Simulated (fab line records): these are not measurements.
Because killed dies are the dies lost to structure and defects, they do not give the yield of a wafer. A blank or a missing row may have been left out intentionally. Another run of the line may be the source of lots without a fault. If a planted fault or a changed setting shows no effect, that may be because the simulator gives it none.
The tool behind it: which one?	flow sfq-line	14 lots, 42 wafers sampled, at 3 steps of a route of 325

== WHAT THE GAUGES SHOWED, per wafer ==
The record lacks any reading of a measuring or inspecting step that a usual standard deviation could be used to judge.

== EACH LOT AND THE TOOL THAT RAN IT (in order: tool; ch and the chambers of the sampled wafers; start) ==
lot	SFQ_TRILAYER_I4_CMP_CMP_100	SFQ_TRILAYER_I4_METRO_MEASURE_101	SFQ_TRILAYER_I4_VIA_ETCH_VIA_ETCH_106
L553	cmp-02 ch 0,1,2, day 44 04:44	film-metro-03, day 44 06:51	rie-diel-04 ch 0,2,3, day 50 08:37
L554	cmp-01 ch 0,1,2, day 44 09:28	film-metro-01, day 44 12:47	rie-diel-02 ch 0,1,2, day 50 13:25
L556	cmp-01 ch 1,3, day 45 12:32	film-metro-01, day 45 15:51	rie-diel-02 ch 0,1,2, day 50 17:53
L558	cmp-02 ch 0,1,3, day 52 10:04	film-metro-03, day 52 12:17	rie-diel-02 ch 0,1,2, day 52 17:55
L559	cmp-01 ch 0,1, day 52 10:16	film-metro-01, day 52 13:05	rie-diel-04 ch 0,1,2, day 52 19:07
L561	cmp-02 ch 1,2,3, day 52 14:53	film-metro-03, day 52 18:01	rie-diel-02 ch 0,2,3, day 52 22:43
L562	cmp-02 ch 0,1,2, day 52 21:49	film-metro-01, day 53 00:38	rie-diel-04 ch 1,2,3, day 53 08:19
L563	cmp-02 ch 0,1,3, day 53 14:45	film-metro-04, day 53 17:16	rie-diel-01 ch 0,2,3, day 53 20:28
L565	cmp-02 ch 0,1,2, day 53 23:41	film-metro-01, day 54 01:48	rie-diel-01 ch 1,2, day 54 05:57
L566	cmp-01 ch 0,2, day 54 00:22	film-metro-04, day 54 02:59	rie-diel-02 ch 1,2, day 54 08:21
L571	cmp-01 ch 2,3, day 54 23:03	film-metro-04, day 55 02:46	rie-diel-02 ch 0,1,2, day 55 06:23
L573	cmp-01 ch 1,3, day 55 05:35	film-metro-03, day 55 08:54	rie-diel-02 ch 0,2, day 55 21:10
L575	cmp-01 ch 0,2,3, day 55 09:35	film-metro-01, day 55 12:18	rie-diel-04 ch 1,2,3, day 56 00:50
L576	cmp-01 ch 1,2,3, day 55 14:23	film-metro-03, day 55 16:30	rie-diel-04 ch 0,1,2, day 56 06:46
- SFQ_TRILAYER_I4_CMP_CMP_100: polishes SiO2.
- SFQ_TRILAYER_I4_METRO_MEASURE_101
- SFQ_TRILAYER_I4_VIA_ETCH_VIA_ETCH_106: etches SiO2 in CHF3, stops on Nb, target depth 260 nm.

== AS READ BY THE TOOLS THEMSELVES (means over the sampled wafers that have a number; for cases with no such wafer, the mark the record gives instead) ==
SFQ_TRILAYER_I4_CMP_CMP_100. Usual: head-pressure-psi 3.129 psi, standard deviation 0.0064; motor-current-A 10.3 A, standard deviation 0.72; time-to-endpoint-s 205 s, standard deviation 7.7.
lot	tool	head-pressure-psi (psi)	motor-current-A (A)	time-to-endpoint-s (s)	flag
L553	cmp-02	3.132	9.9	209	
L554	cmp-01	3.130	10.8	203	
L556	cmp-01	3.129	10.6	200	
L558	cmp-02	3.132	10.3	212	
L559	cmp-01	3.124	11.1	200	
L561	cmp-02	3.134	9.7	203	
L562	cmp-02	3.129	9.7	216	
L563	cmp-02	3.126	10.4	210	
L565	cmp-02	3.122	9.6	211	
L566	cmp-01	3.126	10.8	204	
L571	cmp-01	3.128	10.5	193	
L573	cmp-01	3.130	10.4	203	
L575	cmp-01	3.132	10.6	201	
L576	cmp-01	3.132	10.6	198	

SFQ_TRILAYER_I4_METRO_MEASURE_101. Usual: 200.1 nm for thk-nm, sd 1.1.
lot	tool	thk-nm (nm)	flag
L553	film-metro-03	200.6	
L554	film-metro-01	199.7	
L556	film-metro-01	199.0	
L558	film-metro-03	200.4	
L559	film-metro-01	199.2	
L561	film-metro-03	201.1	
L562	film-metro-01	200.4	
L563	film-metro-04	193.8	OFF
L565	film-metro-01	194.3	OFF
L566	film-metro-04	200.3	
L571	film-metro-04	199.7	
L573	film-metro-03	198.8	
L575	film-metro-01	198.5	
L576	film-metro-03	199.2	

SFQ_TRILAYER_I4_VIA_ETCH_VIA_ETCH_106. Usual: drypump-motor-current-A 5.7 A, standard deviation 0.42; oes-product-au 0.855 a.u., standard deviation 0.0052.
lot	tool	drypump-motor-current-A (A)	oes-product-au (a.u.)	flag
L553	rie-diel-04	5.8	0.855	
L554	rie-diel-02	5.8	0.855	
L556	rie-diel-02	5.7	0.855	
L558	rie-diel-02	5.8	0.860	
L559	rie-diel-04	5.7	0.855	
L561	rie-diel-02	5.8	0.859	
L562	rie-diel-04	5.8	0.855	
L563	rie-diel-01	5.3	0.837	OFF
L565	rie-diel-01	5.1	0.842	
L566	rie-diel-02	5.7	0.858	
L571	rie-diel-02	5.8	0.854	
L573	rie-diel-02	5.9	0.848	
L575	rie-diel-04	5.8	0.851	
L576	rie-diel-04	5.7	0.852	

== THE ANSWER, worked out from the rows above alone ==
Rule: lot off if the mean of its wafers having a number is beyond 3 standard deviations from the usual mean. Also off: a lot with no number at a reading for which 4 or more lots have one. All remaining lots with rows at the step are treated as sound. First the gauges in route order, then the tools' own readings, where a lot's mean is used as printed above. At the first step where some lot is off, the reading lying furthest off is the one used; lots without a number count as furthest.
Off at SFQ_TRILAYER_I4_METRO_MEASURE_101 (thk-nm): L563, L565.
A tool fits if, at that step or a process step before it, it ran every lot that is off, and no sound lot after the first of them. One fits: SFQ_TRILAYER_I4_CMP_CMP_100 on cmp-02. A fault onset in the window from L562 (day 52 21:49, its last sound lot) to L563 (day 53 14:45, its first lot off) fits.

== WHAT THE SIMULATOR HAD INSERTED ==
cmp-02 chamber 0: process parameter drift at SFQ_TRILAYER_I4_CMP_CMP_100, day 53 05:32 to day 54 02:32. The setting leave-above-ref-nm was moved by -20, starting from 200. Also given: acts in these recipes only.
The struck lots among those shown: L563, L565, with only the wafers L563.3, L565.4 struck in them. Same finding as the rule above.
